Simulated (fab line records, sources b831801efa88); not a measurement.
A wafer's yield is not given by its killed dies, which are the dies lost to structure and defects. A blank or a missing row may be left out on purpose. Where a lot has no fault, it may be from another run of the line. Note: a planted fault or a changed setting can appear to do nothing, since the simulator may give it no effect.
Which of the tools did it? -- flow gf180mcu -- 39 wafers sampled from 13 lots at 1 step of a route of 602

WHAT THE GAUGES SHOWED, per wafer
GF_MVPSD_OVL_MEAS_07. Usual: MVPSD_OVL 0.0 nm, standard deviation 1.6.
lot,measured,on,MVPSD_OVL (nm),flag
L439,day 5 01:02,overlay-01,-1.7 -0.8 0.0,
L440,day 5 06:30,overlay-02,0.7 1.8 0.6,
L441,day 5 10:36,overlay-01,0.8 0.7 -0.4,
L442,day 5 21:08,overlay-02,2.9 1.8 2.3,
L443,day 6 00:35,overlay-02,-1.1 -1.5 -2.7,
L444,day 6 14:10,overlay-02,1.0 1.7 1.2,
L445,day 6 14:41,overlay-02,-2.2 -3.1 -2.2,
L446,day 6 15:36,overlay-02,-0.9 -1.2 0.2,
L447,day 7 04:41,overlay-01,-0.3 0.4 0.7,
L448,day 7 07:46,overlay-02,-1.9 -3.1 -3.6,
L453,day 8 15:38,overlay-02,0.4 -0.2 0.4,
L454,day 9 03:06,overlay-02,0.8 2.1 -0.6,
L462,day 10 20:06,overlay-01,-1.7 -1.3 -2.0,

WHAT TOOL EACH LOT RAN ON (gives the tool, then ch and the chambers of the sampled wafers, and finally the start)
No process step before these readings appears in the record.

AS READ BY THE TOOLS THEMSELVES (means over the sampled wafers that have a number; for cases with no such wafer, the mark the record gives instead)
The record holds no such reading with a usual standard deviation.

THE ANSWER, worked out from the rows above alone
Rule: a lot is off if the mean of its wafers that have a number lies more than 3 standard deviations from the usual mean. Also off: a lot with no number at a reading for which 4 or more lots have one. Any other lot the step has rows for is counted as sound. After the gauges, taken in route order, come the tools' own readings; for these a lot's mean is taken, as printed above. The first step at which some lot is off is used, and at that step the reading that is off furthest; a lot without a number counts as furthest.
Nothing can be told from this: no lot is off at any reading shown.

WHAT THE SIMULATOR HAD PUT IN
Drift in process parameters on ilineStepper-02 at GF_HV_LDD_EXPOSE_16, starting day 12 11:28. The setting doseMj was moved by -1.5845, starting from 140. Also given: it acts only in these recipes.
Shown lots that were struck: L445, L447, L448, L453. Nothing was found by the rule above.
